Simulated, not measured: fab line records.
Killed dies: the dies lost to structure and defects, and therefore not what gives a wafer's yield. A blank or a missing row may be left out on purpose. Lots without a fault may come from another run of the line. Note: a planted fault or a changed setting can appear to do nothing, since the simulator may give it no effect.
Chamber matching    flow sky130    4 sister chambers for SKY_METAL3_ETCH_17 on rie_diel-04
The step etches SiO2 in C4F8/O2/Ar, stops on TiN, time 3.9 s, target depth 15 nm. 20 wafers are shown with their chamber, then 10 later ones without.

WAFERS WITH THEIR CHAMBER
wafer   chamber  oes_product_au (a.u.)
L074.1  2        0.741
L074.2  1        0.743
L074.6  0        0.762
L075.1  0        0.749
L075.2  3        0.743
L075.6  3        0.756
L077.3  3        0.746
L077.5  2        0.753
L077.6  3        0.768
L080.1  2        0.753
L080.2  3        0.745
L080.5  0        0.755
L083.3  0        0.746
L083.4  2        0.761
L083.6  3        0.755
L084.4  3        0.752
L084.5  0        0.771
L084.6  1        0.759
L088.3  2        0.762
L088.5  0        0.758

SIGNATURES, as means of the wafers listed above
reading         chamber 0  chamber 1  chamber 2  chamber 3  scatter within a chamber
oes_product_au  0.75683    0.75100    0.75400    0.75214    0.00891
Rule: a wafer lies at a distance from a chamber equal to the root of the sum of squares, over the readings, of (its reading less the chamber's mean, divided by the reading's scatter). The wafer belongs to the nearest chamber; if the next one is less than 2 further off, it can't be placed. The scatter: take each reading less its chamber's mean, square it, sum over the shown wafers, divide by the number of wafers less the number of chambers, and take the root.

WAFERS WHOSE CHAMBER IS MISSING
wafer   oes_product_au (a.u.)
L088.6  0.759
L091.2  0.749
L091.3  0.756
L091.5  0.758
L092.1  0.763
L092.2  0.747
L092.6  0.754
L097.3  0.757
L097.4  0.765
L097.5  0.771

CHAMBER TAKEN BY EACH
wafer   from the rows above                in truth
L088.6  can't be placed: 0 or 2 or 3 or 1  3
L091.2  can't be placed: 1 or 3 or 2 or 0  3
L091.3  can't be placed: 0 or 2 or 3 or 1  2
L091.5  can't be placed: 0 or 2 or 3 or 1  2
L092.1  can't be placed: 0 or 2 or 3 or 1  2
L092.2  can't be placed: 1 or 3 or 2 or 0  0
L092.6  can't be placed: 2 or 3 or 0 or 1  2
L097.3  can't be placed: 0 or 2 or 3 or 1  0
L097.4  can't be placed: 0 or 2 or 3 or 1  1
L097.5  can't be placed: 0 or 2 or 3 or 1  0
Correct placement for 0 of the 10. Unplaceable from these rows: 10, with the true chamber sitting among the candidates in 10. Wrongly placed: 0.
